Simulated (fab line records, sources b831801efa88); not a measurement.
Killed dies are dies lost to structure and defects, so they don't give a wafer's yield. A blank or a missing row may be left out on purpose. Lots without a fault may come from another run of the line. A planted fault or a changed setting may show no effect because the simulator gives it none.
fab line records | flow sky130
record lots=5 wafers=15 last_day=49
route steps=708 shown VIA2@512 METAL3@532 CAPM@537
lots that met no fault: from a run of the same line without faults
start_h: hours from the record's first day to the start of the lot's first wafer shown | wait_h: hours since the lot's step before | " the same as in the row above | L1.1+2: a row that stands for several wafers | - no value, or no start given | * or withheld: withheld | < > ~ a bound
route shown NAME@n: a module of which the file shows steps, and the number in the route of the first | usual: mean/standard deviation of fault-free wafers | same: alike in all rows | chamber/n: place in a boat | sites: the reading at each site | _std_site: their standard deviation | _edge_site: outer sites' mean less inner sites' | radius_mm: how far each site lies from the wafer's centre | mask NAME#n: copy n | behind: the tool/chamber that last shaped the wafer | hold: why the lot was held/for how many hours/how that ended | device: the transistor (n, p or np) that didn't switch | end of line: the same wafers' tests at the end of the route | a step without rows: its recipe alone | killed: dies lost to structure and defects at the first sort, not the wafer's yield | map: a wafer's dies, x killed, . not, _ none there
set.NAME: the setting as run; set.NAME@STEP: as run at that earlier step | model.NAME: the simulator's own value behind a step, which no gauge read
lots at some steps of the route; a table a step, a row a wafer
services: from which hour (start_h, from the record's first day; less than 0 if before it) a tool's chamber was out of use, for how many hours, and why
## steps
# step SKY_VIA2_HMDS_05
# recipe prime_time_s=60 prime_temp_c=120
# columns lot.wafer tool chamber start_h wait_h
L076.3+4+6 litho_track-02 0 862.61 0.1
L081.1+2+5 litho_track-02 0 890.31 0.1
L083.3+4+5 litho_track-03 0 905.33 0.1
L088.1+3+4 litho_track-03 0 943.53 0.1
L091.3+4+6 litho_track-03 0 969.93 0.1
# step SKY_VIA2_COAT_06
# recipe resist=BARC temp_c=withheld time_s=withheld spin_rpm=3000 resist_thk_nm=60
# columns lot.wafer tool chamber start_h wait_h
L076.3+4+6 litho_track-02 0 862.76 0.1
L081.1+2+5 litho_track-02 0 890.46 0.1
L083.3+4+5 litho_track-03 0 905.48 0.1
L088.1+3+4 litho_track-03 0 943.68 0.1
L091.3+4+6 litho_track-03 0 970.08 0.1
# step SKY_VIA2_COAT_07
# recipe resist=KrF-thick spin_rpm=3000 resist_thk_nm=450
# columns lot.wafer tool chamber start_h wait_h
L076.3+4+6 litho_track-02 0 - -
L081.1+2+5 litho_track-02 0 - -
L083.3+4+5 litho_track-03 0 - -
L088.1+3+4 litho_track-03 0 - -
L091.3+4+6 litho_track-03 0 - -
# step SKY_VIA2_SOFTBAKE_08
# recipe temp_c=100 time_s=90 resist=KrF-thick
# columns lot.wafer tool chamber start_h wait_h
L076.3+4+6 litho_track-02 0 - -
L081.1+2+5 litho_track-02 0 - -
L083.3+4+5 litho_track-03 0 - -
L088.1+3+4 litho_track-03 0 - -
L091.3+4+6 litho_track-03 0 - -
# step SKY_VIA2_EXPOSE_09
# recipe mask_id=VIM2 na=0.8 source_shape=annular sigma_inner=0.55 sigma_outer=0.85 target_cd_nm=200 dose_mj=38
# columns lot.wafer tool chamber start_h wait_h mask
L076.3+4+6 krf_scanner-01 0 - - VIM2#0
L081.1+2+5 krf_scanner-01 0 - - VIM2#0
L083.3+4+5 krf_scanner-02 0 - - VIM2#0
L088.1+3+4 krf_scanner-01 0 - - VIM2#0
L091.3+4+6 krf_scanner-02 0 - - VIM2#0
# step SKY_VIA2_PEB_10
# recipe peb_temp_c=withheld peb_time_s=withheld resist=KrF-thick
# columns lot.wafer tool chamber start_h wait_h
L076.3+4+6 litho_track-02 0 - -
L081.1+2+5 litho_track-04 0 - -
L083.3+4+5 litho_track-03 0 - -
L088.1+3+4 litho_track-04 0 - -
L091.3+4+6 litho_track-02 0 - -
# step SKY_VIA2_DEVELOP_11
# recipe develop_time_s=60 resist=KrF-thick dev_temp_c=21
# same develop_time_s=60
# columns lot.wafer tool chamber start_h wait_h
L076.3+4+6 litho_track-02 0 - -
L081.1+2+5 litho_track-04 0 - -
L083.3+4+5 litho_track-03 0 - -
L088.1+3+4 litho_track-04 0 - -
L091.3+4+6 litho_track-02 0 - -
# step SKY_VIA2_CD_MEAS_12
# recipe target_cd_nm=200
# usual cd_nm=200.1/1.5
# columns lot.wafer tool chamber start_h wait_h cd_nm
L076.3 cd_sem-02 - 875.75 - 202.6
L076.4 " - " " 202.6
L076.6 " - " " 200.5
L081.1 cd_sem-02 - 903.00 - 199.5
L081.2 " - " " 199.5
L081.5 " - " " 198.2
L083.3 cd_sem-02 - 917.12 - 199.5
L083.4 " - " " 199.5
L083.5 " - " " 199.0
L088.1 cd_sem-02 - 956.00 - 201.0
L088.3 " - " " 202.0
L088.4 " - " " 199.9
L091.3 cd_sem-01 - 982.70 - 199.6
L091.4 " - " " 201.6
L091.6 " - " " 201.8
# step SKY_VIA2_OVL_MEAS_13
# usual VIA2_OVL=0/5.7
# columns lot.wafer tool chamber start_h wait_h VIA2_OVL[nm]
L076.3 overlay-02 - 875.84 0.1 2
L076.4 " - " " -2
L076.6 " - " " 1
L081.1 overlay-02 - 903.12 0.1 -7
L081.2 " - " " -9
L081.5 " - " " 4
L083.3 overlay-01 - 917.21 0.1 4
L083.4 " - " " 11
L083.5 " - " " 5
L088.1 overlay-02 - 956.12 0.1 -5
L088.3 " - " " 1
L088.4 " - " " 3
L091.3 overlay-02 - 982.79 0.1 -4
L091.4 " - " " 5
L091.6 " - " " 4
# step SKY_VIA2_ETCH_14
# recipe chemistry=N2/H2 target=BARC ion_energy_ev=200 source_w=500 bias_w=98.87 pressure_mtorr=30 n2_flow_sccm=100 h2_flow_sccm=200 stop_on=SiO2 time_s=45.9 target_depth_a=600
# usual chamber_pressure_mTorr=29.999/0.027 drypump_motor_current_A=5.8/0.46 oes_product_au=0.854/0.0048 rf_fwd_power_W=495.2/1.7 throttle_valve_pct=13.223/0.0088
# columns lot.wafer tool chamber start_h wait_h chamber_pressure_mTorr drypump_motor_current_A oes_product_au rf_fwd_power_W rf_hours_counter_h throttle_valve_pct
L076.3 rie_diel-04 1 875.86 0.0 29.964 6.4 0.852 493.0 5 13.219
L076.4 " 0 " " 30.012 5.5 0.859 493.8 1 13.199
L076.6 " 3 " " 30.016 5.9 0.855 494.0 - 13.221
L081.1 rie_diel-04 3 903.16 0.0 29.999 5.9 0.850 494.7 16 13.224
L081.2 " 0 " " 29.977 5.5 0.851 491.6 2 13.220
L081.5 " 3 " " 30.016 5.9 0.848 494.5 - 13.232
L083.3 rie_diel-04 3 917.23 0.0 29.990 5.9 0.843 495.8 16 13.229
L083.4 " 1 " " 29.990 6.4 0.855 491.5 7 13.211
L083.5 " 0 " " 30.006 5.5 0.850 493.9 - 13.236
L088.1 rie_diel-03 1 956.16 0.0 29.980 5.7 0.850 495.1 17 13.232
L088.3 " 3 " " 29.955 5.8 0.859 496.0 21 13.224
L088.4 " 0 " " 30.055 5.5 0.853 493.2 14 13.228
L091.3 rie_diel-03 3 982.81 0.0 29.988 5.8 0.857 494.8 22 13.233
L091.4 " 0 " " 29.987 5.5 0.865 496.7 15 13.234
L091.6 " 3 " " 29.964 5.8 0.852 496.1 - 13.226
# step SKY_VIA2_ETCH_15
# recipe target=SiO2 chemistry=C4F8/O2/Ar target_depth_nm=546 stop_on=TiN mask_material=KrF-thick source_w=1500 bias_w=1200 pressure_mtorr=40 c4f8_flow_sccm=withheld O2_flow_sccm=6 Ar_flow_sccm=300 time_s=84
# usual chamber_pressure_mTorr=40.00/0.038 oes_product_au=0.940/0.0048 rf_fwd_power_W=1490/4.8
# columns lot.wafer tool chamber start_h wait_h chamber_pressure_mTorr oes_product_au rf_fwd_power_W rf_hours_counter_h
L076.3 rie_diel-04 1 875.90 0.0 39.97 0.939 1483 5
L076.4 " 0 " " 39.96 0.940 1487 1
L076.6 " 3 " " 39.98 0.935 1491 -
L081.1 rie_diel-04 3 903.20 0.0 40.01 0.936 1493 16
L081.2 " 0 " " 39.95 0.930 1496 2
L081.5 " 3 " " 39.94 0.938 1491 -
L083.3 rie_diel-04 3 917.27 0.0 39.98 0.945 1485 16
L083.4 " 1 " " 40.03 0.935 1488 7
L083.5 " 0 " " 40.02 0.938 1493 -
L088.1 rie_diel-03 1 956.20 0.0 40.06 0.940 1488 17
L088.3 " 3 " " 40.01 0.940 1493 21
L088.4 " 0 " " 40.04 0.938 1484 14
L091.3 rie_diel-03 3 982.86 0.0 40.02 0.938 1489 22
L091.4 " 0 " " 40.00 0.945 1490 15
L091.6 " 3 " " 40.00 0.935 1483 -
# step SKY_VIA2_STRIP_16
# recipe chemistry=O2/N2 power_w=1400 pressure_mtorr=1500 platen_temp_c=withheld o2_flow_sccm=3000 n2_flow_sccm=300 overash_fraction=0.5
# usual chamber_pressure_mTorr=1499.8/1.3 drypump_motor_current_A=5.8/0.43 oes_product_au=0.399/0.0047 strip_time_to_endpoint_s=4.056/0.026
# columns lot.wafer tool chamber start_h wait_h chamber_pressure_mTorr drypump_motor_current_A oes_product_au rf_hours_counter_h strip_time_to_endpoint_s
L076.3 plasma_asher-02 1 876.00 0.1 1499.1 6.0 0.404 - 4.072
L076.4 " 0 " " 1498.9 5.8 0.401 - 4.073
L076.6 " 1 " " 1500.6 6.1 0.403 - 4.070
L081.1 plasma_asher-02 1 903.26 0.0 1499.7 6.1 0.396 15 4.052
L081.2 " 0 " " 1500.3 5.8 0.397 15 4.097
L081.5 " 0 " " 1500.2 5.8 0.402 - 4.049
L083.3 plasma_asher-01 1 917.37 0.1 1501.8 5.6 0.399 - 4.043
L083.4 " 0 " " 1498.8 6.2 0.406 - 4.052
L083.5 " 0 " " 1497.4 6.2 0.403 - 4.069
L088.1 plasma_asher-02 1 956.26 0.0 1498.0 6.1 0.402 21 4.044
L088.3 " 0 " " 1498.7 5.8 0.393 - 4.067
L088.4 " 1 " " 1500.9 6.0 0.398 - 4.071
L091.3 plasma_asher-04 0 982.95 0.1 1499.8 6.2 0.393 - 4.071
L091.4 " 1 " " 1497.3 4.8 0.403 - 4.078
L091.6 " 1 " " 1500.7 4.8 0.401 - 4.046
# step SKY_VIA2_STRIP_17
# recipe chemistry=post_etch_residue_remover time_s=1200 temp_c=72.5
# usual bath_guard_temp_C=72.5/0.45 bath_heat_duty_pct=14.6/1.2
# columns lot.wafer tool chamber start_h wait_h bath_guard_temp_C bath_heat_duty_pct
L076.3 wet_bench-01 1 876.07 0.0 71.9 15.4
L076.4 " 1 " " 72.0 16.3
L076.6 " 1 " " 71.7 16.0
L081.1 wet_bench-02 0 903.36 0.1 72.5 14.3
L081.2 " 0 " " 72.9 14.7
L081.5 " 0 " " 72.7 15.2
L083.3 wet_bench-04 2 917.44 0.0 73.3 13.6
L083.4 " 2 " " 72.9 13.7
L083.5 " 2 " " 73.0 14.1
L088.1 wet_bench-04 3 956.36 0.1 73.1 15.4
L088.3 " 3 " " 72.6 15.5
L088.4 " 3 " " 72.6 12.6
L091.3 wet_bench-04 0 983.02 0.0 72.2 13.7
L091.4 " 0 " " 72.6 13.3
L091.6 " 0 " " 72.3 11.3
# step SKY_VIA2_CLEAN_18
# recipe chemistry=IPA time_s=180 temp_c=25
# usual bath_heat_duty_pct=6.3/0.68
# columns lot.wafer tool chamber start_h wait_h bath_heat_duty_pct
L076.3 wet_bench-02 3 876.44 0.0 5.6
L076.4 " 3 " " 6.2
L076.6 " 3 " " 5.9
L081.1 wet_bench-04 3 903.73 0.0 5.4
L081.2 " 3 " " 6.9
L081.5 " 3 " " 6.5
L083.3 wet_bench-02 3 917.78 0.0 5.3
L083.4 " 3 " " 5.6
L083.5 " 3 " " 5.9
L088.1 wet_bench-04 3 957.04 0.0 6.7
L088.3 " 3 " " 7.0
L088.4 " 3 " " 5.9
L091.3 wet_bench-04 1 983.42 0.1 7.0
L091.4 " 1 " " 6.2
L091.6 " 1 " " 6.5
# step SKY_VIA2_CLEAN_19
# recipe chemistry=O3/DIW dry=n2_spin
# columns lot.wafer tool chamber start_h wait_h
L076.3+4+6 wet_bench-01 2 876.50 0.0
L081.1+2+5 wet_bench-02 1 903.79 0.0
L083.3+4+5 wet_bench-04 3 917.84 0.0
L088.1+3+4 wet_bench-01 2 957.17 0.0
L091.3+4+6 wet_bench-04 3 983.57 0.1
# step SKY_VIA2_SPUTTER_20
# recipe material=TiN target_thk_nm=20 chamber_pressure_pa=5 power_w=4000 time_s=80
# usual throttle_valve_pct=30.2/1.2
# columns lot.wafer tool chamber start_h wait_h throttle_valve_pct
L076.3 pvd_sputter-02 - 876.60 0.0 30.8
L076.4 " - " " 27.8
L076.6 " - " " 27.6
L081.1 pvd_sputter-01 - 903.89 0.0 30.4
L081.2 " - " " 29.4
L081.5 " - " " 30.8
L083.3 pvd_sputter-01 - 917.93 0.0 29.6
L083.4 " - " " 31.7
L083.5 " - " " 31.6
L088.1 pvd_sputter-02 - 957.26 0.0 28.8
L088.3 " - " " 30.7
L088.4 " - " " 30.9
L091.3 pvd_sputter-04 - 983.66 0.0 30.8
L091.4 " - " " 29.7
L091.6 " - " " 30.1
# step SKY_VIA2_CVD_21
# recipe material=W target_thk_nm=420 time_s=126.4 temp_c=400 pressure_torr=40
# usual heater_power_w=842/59
# columns lot.wafer tool chamber start_h wait_h heater_power_w
L076.3 cvd_w-01 1 876.71 0.1 922
L076.4 " 0 " " 785
L076.6 " 1 " " 919
L081.1 cvd_w-01 0 903.95 0.0 787
L081.2 " 1 " " 915
L081.5 " 1 " " 922
L083.3 cvd_w-01 0 918.03 0.1 799
L083.4 " 1 " " 923
L083.5 " 0 " " 780
L088.1 cvd_w-02 1 957.32 0.0 796
L088.3 " 1 " " 788
L088.4 " 0 " " 826
L091.3 cvd_w-02 1 983.77 0.1 797
L091.4 " 0 " " 856
L091.6 " 1 " " 782
# step SKY_VIA2_RS_MEAS_22
# recipe thk_meas_gauge=four-point-probe reads=W_of_VIA2_CVD_21+TiN_of_VIA2_SPUTTER_20
# usual VIA2_W_RS=0.274/0.0042
# columns lot.wafer tool chamber start_h wait_h VIA2_W_RS[ohm/sq]
L076.3 film_metro-02 - 876.84 0.1 0.278
L076.4 " - " " 0.279
L076.6 " - " " 0.276
L081.1 film_metro-03 - 904.08 0.1 0.279
L081.2 " - " " 0.272
L081.5 " - " " 0.275
L083.3 film_metro-02 - 918.16 0.1 0.273
L083.4 " - " " 0.270
L083.5 " - " " 0.273
L088.1 film_metro-03 - 957.45 0.1 0.274
L088.3 " - " " 0.274
L088.4 " - " " 0.267
L091.3 film_metro-02 - 983.89 0.1 0.276
L091.4 " - " " 0.271
L091.6 " - " " 0.278
# step SKY_VIA2_THK_MEAS_23
# recipe thk_meas_gauge=xrf reads=W_of_VIA2_CVD_21
# usual VIA2_W_THK=416/6.6
# columns lot.wafer tool chamber start_h wait_h VIA2_W_THK[nm]
L076.3 film_metro-02 - 876.94 0.1 413
L076.4 " - " " 413
L076.6 " - " " 417
L081.1 film_metro-03 - 904.20 0.1 411
L081.2 " - " " 417
L081.5 " - " " 412
L083.3 film_metro-02 - 918.26 0.1 414
L083.4 " - " " 415
L083.5 " - " " 413
L088.1 film_metro-03 - 957.57 0.1 415
L088.3 " - " " 415
L088.4 " - " " 427
L091.3 film_metro-02 - 983.99 0.1 413
L091.4 " - " " 420
L091.6 " - " " 407
# step SKY_VIA2_CMP_24
# recipe stop_on=SiO2 t_overpolish_s=20 down_force_psi=3.5 platen_rpm=60 target_thk_nm=0 pad_velocity_m_s=0.94248
# usual motor_current_A=10.8/0.71 overpolish_run_s=20.000/0.0086 time_to_endpoint_s=102/3.2
# columns lot.wafer tool chamber start_h wait_h motor_current_A overpolish_run_s time_to_endpoint_s
L076.4 cmp-02 1 877.03 0.1 11.1 20.014 97
L076.3 " 2 " " 10.9 20.008 102
L076.6 " 1 " " 11.2 20.007 100
L081.2 cmp-01 2 904.31 0.1 11.3 19.996 105
L081.1 " 0 " " 10.2 20.006 106
L081.5 " 2 " " 11.2 20.001 104
L083.4 cmp-01 3 918.38 0.1 10.8 19.991 100
L083.3 " 1 " " 11.6 19.984 98
L083.5 " 3 " " 11.8 20.006 99
L088.3 cmp-01 0 957.68 0.1 10.0 20.017 101
L088.1 " 1 " " 10.7 20.001 103
L088.4 " 2 " " 11.0 20.019 105
L091.3 cmp-02 0 984.13 0.1 10.1 19.992 100
L091.4 " 1 " " 11.2 20.002 103
L091.6 " 2 " " 10.7 19.997 102
# step SKY_METAL3_SPUTTER_00
# recipe material=Ti target_thk_nm=15 power_w=3000 time_s=10 chamber_pressure_pa=0.4
# usual throttle_valve_pct=30.2/0.99
# columns lot.wafer tool chamber start_h wait_h throttle_valve_pct
L076.3 pvd_sputter-04 - 877.28 0.1 30.3
L076.4 " - " " 29.6
L076.6 " - " " 29.7
L081.1 pvd_sputter-03 - 904.56 0.1 29.7
L081.2 " - " " 30.8
L081.5 " - " " 31.1
L083.3 pvd_sputter-04 - 918.63 0.1 31.4
L083.4 " - " " 30.2
L083.5 " - " " 30.9
L088.1 pvd_sputter-04 - 957.93 0.1 31.6
L088.3 " - " " 30.4
L088.4 " - " " 29.3
L091.3 pvd_sputter-02 - 984.33 0.1 30.9
L091.4 " - " " 28.4
L091.6 " - " " 28.5
# step SKY_METAL3_SPUTTER_01
# recipe material=TiN target_thk_nm=20 power_w=6500 time_s=16.7 chamber_pressure_pa=0.4
# usual throttle_valve_pct=30.2/0.97
# columns lot.wafer tool chamber start_h wait_h throttle_valve_pct
L076.3 pvd_sputter-04 - 877.30 0.0 30.2
L076.4 " - " " 29.9
L076.6 " - " " 29.5
L081.1 pvd_sputter-03 - 904.59 0.0 29.6
L081.2 " - " " 30.7
L081.5 " - " " 31.0
L083.3 pvd_sputter-04 - 918.65 0.0 31.5
L083.4 " - " " 30.3
L083.5 " - " " 30.9
L088.1 pvd_sputter-04 - 957.96 0.0 31.7
L088.3 " - " " 30.4
L088.4 " - " " 30.0
L091.3 pvd_sputter-02 - 984.35 0.0 31.1
L091.4 " - " " 28.6
L091.6 " - " " 28.6
# step SKY_METAL3_SPUTTER_02
# recipe material=AlCu target_thk_nm=735 power_w=10600 time_s=39.1 chamber_pressure_pa=0.4
# usual throttle_valve_pct=30.2/0.97
# columns lot.wafer tool chamber start_h wait_h throttle_valve_pct
L076.3 pvd_sputter-04 - 877.32 0.0 30.2
L076.4 " - " " 29.7
L076.6 " - " " 29.7
L081.1 pvd_sputter-03 - 904.61 0.0 29.4
L081.2 " - " " 30.6
L081.5 " - " " 31.1
L083.3 pvd_sputter-04 - 918.68 0.0 31.5
L083.4 " - " " 30.0
L083.5 " - " " 31.0
L088.1 pvd_sputter-04 - 957.98 0.0 31.5
L088.3 " - " " 29.8
L088.4 " - " " 29.7
L091.3 pvd_sputter-02 - 984.38 0.0 31.0
L091.4 " - " " 28.4
L091.6 " - " " 28.6
# step SKY_METAL3_SPUTTER_03
# recipe material=Ti target_thk_nm=5 power_w=3000 time_s=3.3 chamber_pressure_pa=0.4
# usual throttle_valve_pct=30.2/0.99
# columns lot.wafer tool chamber start_h wait_h throttle_valve_pct
L076.3 pvd_sputter-04 - 877.36 0.0 30.3
L076.4 " - " " 29.3
L076.6 " - " " 29.7
L081.1 pvd_sputter-03 - 904.65 0.0 29.8
L081.2 " - " " 30.9
L081.5 " - " " 31.2
L083.3 pvd_sputter-04 - 918.72 0.0 31.4
L083.4 " - " " 30.1
L083.5 " - " " 31.0
L088.1 pvd_sputter-04 - 958.02 0.0 31.8
L088.3 " - " " 30.3
L088.4 " - " " 29.7
L091.3 pvd_sputter-02 - 984.42 0.0 30.7
L091.4 " - " " 28.5
L091.6 " - " " 28.5
# step SKY_METAL3_SPUTTER_04
# recipe material=TiN target_thk_nm=70 power_w=6500 time_s=58.3 chamber_pressure_pa=0.4
# usual throttle_valve_pct=30.2/0.97
# columns lot.wafer tool chamber start_h wait_h throttle_valve_pct
L076.3 pvd_sputter-04 - 877.38 0.0 30.4
L076.4 " - " " 29.7
L076.6 " - " " 29.6
L081.1 pvd_sputter-03 - 904.67 0.0 29.6
L081.2 " - " " 30.7
L081.5 " - " " 31.2
L083.3 pvd_sputter-04 - 918.73 0.0 31.6
L083.4 " - " " 30.2
L083.5 " - " " 31.3
L088.1 pvd_sputter-04 - 958.04 0.0 31.5
L088.3 " - " " 30.2
L088.4 " - " " 29.9
L091.3 pvd_sputter-02 - 984.44 0.0 30.6
L091.4 " - " " 28.5
L091.6 " - " " 28.2
# step SKY_CAPM_CVD_00
# recipe material=SiO2 target_thk_nm=15.5 temp_c=400 time_s=withheld rf_w=450
# usual heater_power_w=690/97 rf_fwd_power_W=441.1/2.3
# columns lot.wafer tool chamber start_h wait_h heater_power_w rf_fwd_power_W
L076.3 pecvd-04 1 877.44 0.0 529 440.4
L076.4 " 2 " " 689 442.1
L076.6 " 1 " " 535 440.4
L081.1 pecvd-03 2 904.72 0.0 611 440.1
L081.2 " 0 " " 612 438.8
L081.5 " 2 " " 622 440.4
L083.3 pecvd-02 0 918.78 0.0 774 448.4
L083.4 " 2 " " 690 441.3
L083.5 " 0 " " 776 444.8
L088.1 pecvd-03 1 958.09 0.0 670 442.2
L088.3 " 0 " " 489 441.8
L088.4 " 2 " " 587 438.5
L091.3 pecvd-03 0 984.50 0.0 550 440.4
L091.4 " 1 " " 637 441.8
L091.6 " 0 " " 540 441.6
# step SKY_CAPM_THK_MEAS_01
# recipe reads=SiO2_of_CAPM_CVD_00
# usual CAPM_CVD_00_THK=15.43/0.26
# columns lot.wafer tool chamber start_h wait_h CAPM_CVD_00_THK[nm]
L076.3 film_metro-02 - 877.48 - 15.52
L076.4 " - " " 15.82
L076.6 " - " " 15.59
L081.1 film_metro-04 - 904.75 - 15.34
L081.2 " - " " 15.12
L081.5 " - " " 15.59
L083.3 film_metro-04 - 918.83 - 15.17
L083.4 " - " " 15.72
L083.5 " - " " 15.58
L088.1 film_metro-02 - 958.11 - 15.12
L088.3 " - " " 15.29
L088.4 " - " " 15.47
L091.3 film_metro-02 - 984.54 - 15.37
L091.4 " - " " 15.40
L091.6 " - " " 15.20
# step SKY_CAPM_SPUTTER_02
# recipe material=TiN target_thk_nm=200 temp_c=300 power_w=6500 time_s=172 chamber_pressure_pa=0.4
# usual throttle_valve_pct=30.2/1.1
# columns lot.wafer tool chamber start_h wait_h throttle_valve_pct
L076.3 pvd_sputter-01 - 877.52 0.0 30.4
L076.4 " - " " 29.8
L076.6 " - " " 29.9
L081.1 pvd_sputter-02 - 904.81 0.1 30.8
L081.2 " - " " 30.7
L081.5 " - " " 27.6
L083.3 pvd_sputter-03 - 918.87 0.0 31.2
L083.4 " - " " 29.5
L083.5 " - " " 30.9
L088.1 pvd_sputter-02 - 958.17 0.1 30.9
L088.3 " - " " 28.5
L088.4 " - " " 27.5
L091.3 pvd_sputter-03 - 984.58 0.0 30.9
L091.4 " - " " 30.7
L091.6 " - " " 29.9
# step SKY_CAPM_RS_MEAS_03
# recipe thk_meas_gauge=four-point-probe reads=TiN_of_CAPM_SPUTTER_02
# usual CAPM_TIN_RS=6.70/0.069
# columns lot.wafer tool chamber start_h wait_h CAPM_TIN_RS[ohm/sq]
L076.3 film_metro-03 - 877.67 0.1 6.78
L076.4 " - " " 6.83
L076.6 " - " " 6.81
L081.1 film_metro-02 - 904.92 0.1 6.65
L081.2 " - " " 6.56
L081.5 " - " " 6.62
L083.3 film_metro-03 - 919.01 0.1 6.75
L083.4 " - " " 6.68
L083.5 " - " " 6.76
L088.1 film_metro-03 - 958.28 0.1 6.66
L088.3 " - " " 6.70
L088.4 " - " " 6.71
L091.3 film_metro-02 - 984.73 0.1 6.74
L091.4 " - " " 6.73
L091.6 " - " " 6.70
# step SKY_CAPM_THK_MEAS_04
# recipe thk_meas_gauge=xrf reads=TiN_of_CAPM_SPUTTER_02
# usual CAPM_TIN_THK=205.1/2.3
# columns lot.wafer tool chamber start_h wait_h CAPM_TIN_THK[nm]
L076.3 film_metro-03 - 877.77 0.1 202.0
L076.4 " - " " 200.9
L076.6 " - " " 202.1
L081.1 film_metro-02 - 905.04 0.1 206.0
L081.2 " - " " 208.4
L081.5 " - " " 206.3
L083.3 film_metro-03 - 919.11 0.1 204.4
L083.4 " - " " 207.2
L083.5 " - " " 204.3
L088.1 film_metro-03 - 958.40 0.1 205.9
L088.3 " - " " 204.4
L088.4 " - " " 204.1
L091.3 film_metro-02 - 984.83 0.1 203.9
L091.4 " - " " 204.7
L091.6 " - " " 205.5
# step SKY_CAPM_DEHYDRATE_05
# recipe temp_c=200 time_s=60
# columns lot.wafer tool chamber start_h wait_h
L076.3+4+6 litho_track-04 0 889.75 12.0
L081.1+2+5 litho_track-04 0 916.05 11.0
L083.3+4+5 litho_track-04 0 930.80 11.7
L088.1+3+4 litho_track-01 0 970.31 11.9
L091.3+4+6 litho_track-02 0 995.91 11.1
# step SKY_CAPM_HMDS_06
# recipe prime_time_s=60 prime_temp_c=120
# columns lot.wafer tool chamber start_h wait_h
L076.3+4+6 litho_track-04 0 889.90 0.1
L081.1+2+5 litho_track-04 0 916.20 0.1
L083.3+4+5 litho_track-04 0 930.95 0.1
L088.1+3+4 litho_track-01 0 970.46 0.1
L091.3+4+6 litho_track-02 0 996.06 0.1
# step SKY_CAPM_COAT_07
# recipe resist=NOVOLAK spin_rpm=3000 resist_thk_nm=1140
# columns lot.wafer tool chamber start_h wait_h
L076.3+4+6 litho_track-04 0 890.05 0.1
L081.1+2+5 litho_track-04 0 916.35 0.1
L083.3+4+5 litho_track-04 0 931.10 0.1
L088.1+3+4 litho_track-01 0 970.61 0.1
L091.3+4+6 litho_track-02 0 996.21 0.1
# step SKY_CAPM_SOFTBAKE_08
# recipe temp_c=90 time_s=60 resist=NOVOLAK
# columns lot.wafer tool chamber start_h wait_h
L076.3+4+6 litho_track-04 0 890.20 0.1
L081.1+2+5 litho_track-04 0 916.50 0.1
L083.3+4+5 litho_track-04 0 931.25 0.1
L088.1+3+4 litho_track-01 0 970.76 0.1
L091.3+4+6 litho_track-02 0 996.36 0.1
# step SKY_CAPM_EXPOSE_09
# recipe mask_id=CAPM na=0.6 source_shape=conventional sigma_outer=0.6 polarization=unpolarized target_cd_nm=1000 dose_mj=159
# columns lot.wafer tool chamber start_h wait_h mask
L076.3+4+6 iline_stepper-02 0 - - CAPM#0
L081.1+2+5 iline_stepper-02 0 - - CAPM#0
L083.3+4+5 iline_stepper-01 0 - - CAPM#0
L088.1+3+4 iline_stepper-01 0 - - CAPM#0
L091.3+4+6 iline_stepper-01 0 - - CAPM#0
# step SKY_CAPM_PEB_10
# recipe temp_c=withheld time_s=* resist=NOVOLAK
# columns lot.wafer tool chamber start_h wait_h
L076.3+4+6 litho_track-04 0 - -
L081.1+2+5 litho_track-01 0 - -
L083.3+4+5 litho_track-02 0 - -
L088.1+3+4 litho_track-01 0 - -
L091.3+4+6 litho_track-02 0 - -
# step SKY_CAPM_DEVELOP_11
# recipe resist=NOVOLAK developer=TMAH develop_time_s=60 dev_temp_c=23
# same develop_time_s=60
# columns lot.wafer tool chamber start_h wait_h
L076.3+4+6 litho_track-04 0 902.25 0.1
L081.1+2+5 litho_track-01 0 928.06 0.1
L083.3+4+5 litho_track-02 0 943.41 0.1
L088.1+3+4 litho_track-01 0 982.46 0.1
L091.3+4+6 litho_track-02 0 1007.11 0.1
# step SKY_CAPM_OVL_MEAS_12
# usual CAPM_OVL=0.3/1.5
# columns lot.wafer tool chamber start_h wait_h CAPM_OVL[nm]
L076.3 overlay-02 - 902.36 0.1 -0.6
L076.4 " - " " -2.9
L076.6 " - " " -2.6
L081.1 overlay-02 - 928.21 0.1 0.2
L081.2 " - " " 0.5
L081.5 " - " " 1.2
L083.3 overlay-02 - 943.52 0.1 -1.5
L083.4 " - " " -0.4
L083.5 " - " " -0.6
L088.1 overlay-02 - 982.61 0.1 -0.6
L088.3 " - " " -0.5
L088.4 " - " " 0.1
L091.3 overlay-01 - 1007.22 0.1 0.3
L091.4 " - " " 0.8
L091.6 " - " " 1.3
## services
# columns tool chamber start_h hours kind
rie_diel-03 1 847.97 5.0 repair
plasma_asher-02 - 869.41 5.4 repair
rie_diel-04 1 869.82 3.1 repair
pvd_sputter-04 - 880.49 1.2 repair
krf_scanner-01 - 881.89 0.2 repair
rie_diel-03 3 885.81 3.9 repair
pvd_sputter-03 - 889.81 9.0 repair
krf_scanner-01 - 891.44 1.3 pm
rie_diel-03 - 896.06 14.6 pm
plasma_asher-02 - 897.30 5.9 repair
pvd_sputter-02 - 900.89 1.3 repair
rie_diel-04 2 900.98 2.7 repair
rie_diel-04 0 906.76 2.5 repair
krf_scanner-01 - 915.54 4.4 pm
rie_diel-04 3 917.56 2.6 repair
rie_diel-03 2 922.08 7.6 repair
pecvd-03 - 932.70 2.1 repair
iline_stepper-01 - 933.64 4.4 pm
rie_diel-03 0 940.57 6.7 repair
wet_bench-02 - 946.67 1.7 repair
rie_diel-04 2 955.73 6.2 repair
pvd_sputter-02 - 963.74 3.7 repair
rie_diel-03 1 986.50 19.7 repair
rie_diel-03 0 1002.15 3.8 repair
## key
fault none
